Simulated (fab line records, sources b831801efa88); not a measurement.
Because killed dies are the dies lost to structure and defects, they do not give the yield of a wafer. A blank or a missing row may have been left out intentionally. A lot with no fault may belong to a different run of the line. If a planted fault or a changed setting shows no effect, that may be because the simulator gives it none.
Chamber matching :: flow sky130 :: SKY_PASSIVATION_CVD_00 on pecvd-01: 3 sister chambers
The step deposits SiO2, target thk 90 nm. 22 wafers are shown with their chamber, then 11 later ones without.

## EACH WAFER AND ITS CHAMBER
wafer: L074.2
chamber: 2
heater power w (W): 771

wafer: L074.4
chamber: 2
heater power w (W): 768

wafer: L074.5
chamber: 0
heater power w (W): 689

wafer: L075.1
chamber: 2
heater power w (W): 744

wafer: L075.3
chamber: 1
heater power w (W): 646

wafer: L075.4
chamber: 2
heater power w (W): 759

wafer: L077.1
chamber: 1
heater power w (W): 616

wafer: L077.2
chamber: 0
heater power w (W): 579

wafer: L077.6
chamber: 2
heater power w (W): 647

wafer: L079.4
chamber: 0
heater power w (W): 616

wafer: L079.5
chamber: 2
heater power w (W): 722

wafer: L079.6
chamber: 1
heater power w (W): 638

wafer: L080.3
chamber: 1
heater power w (W): 590

wafer: L080.5
chamber: 2
heater power w (W): 724

wafer: L080.6
chamber: 0
heater power w (W): 662

wafer: L081.3
chamber: 2
heater power w (W): 759

wafer: L081.4
chamber: 2
heater power w (W): 784

wafer: L081.6
chamber: 0
heater power w (W): 703

wafer: L088.3
chamber: 0
heater power w (W): 623

wafer: L088.5
chamber: 2
heater power w (W): 678

wafer: L088.6
chamber: 1
heater power w (W): 634

wafer: L089.2
chamber: 1
heater power w (W): 656

SIGNATURES, as means of the wafers listed above
reading: heater power w
chamber 0: 645.33
chamber 1: 630.00
chamber 2: 735.60
scatter within a chamber: 40.6
Rule: distance of a wafer from a chamber = root of the sum over the readings of ((wafer's reading minus chamber's mean) / reading's scatter) squared. The wafer belongs to the nearest chamber; if the next one is less than 2 further off, it can't be placed. The scatter: the root of (the sum of the squares of (reading less its chamber's mean) over the shown wafers, divided by (wafers less chambers)).

## WAFERS MISSING THEIR CHAMBER
wafer: L089.3
heater power w (W): 705

wafer: L089.6
heater power w (W): 657

wafer: L091.1
heater power w (W): 688

wafer: L091.2
heater power w (W): 704

wafer: L091.5
heater power w (W): 590

wafer: L093.1
heater power w (W): 667

wafer: L093.3
heater power w (W): 655

wafer: L093.6
heater power w (W): 657

wafer: L094.1
heater power w (W): 731

wafer: L094.2
heater power w (W): 612

wafer: L094.3
heater power w (W): 606

## CHAMBER TAKEN BY EACH
wafer: L089.3
from the rows above: can't be placed: 2 or 0 or 1
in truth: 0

wafer: L089.6
from the rows above: can't be placed: 0 or 1 or 2
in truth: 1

wafer: L091.1
from the rows above: can't be placed: 0 or 2 or 1
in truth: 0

wafer: L091.2
from the rows above: can't be placed: 2 or 0 or 1
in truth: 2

wafer: L091.5
from the rows above: can't be placed: 1 or 0
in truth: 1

wafer: L093.1
from the rows above: can't be placed: 0 or 1 or 2
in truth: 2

wafer: L093.3
from the rows above: can't be placed: 0 or 1 or 2
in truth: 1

wafer: L093.6
from the rows above: can't be placed: 0 or 1 or 2
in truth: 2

wafer: L094.1
from the rows above: can't be placed: 2 or 0
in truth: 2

wafer: L094.2
from the rows above: can't be placed: 1 or 0
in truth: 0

wafer: L094.3
from the rows above: can't be placed: 1 or 0
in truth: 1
Correctly placed: 0 of 11. Unplaceable from these rows: 11, with the true chamber sitting among the candidates in 11. Number placed wrongly: 0.
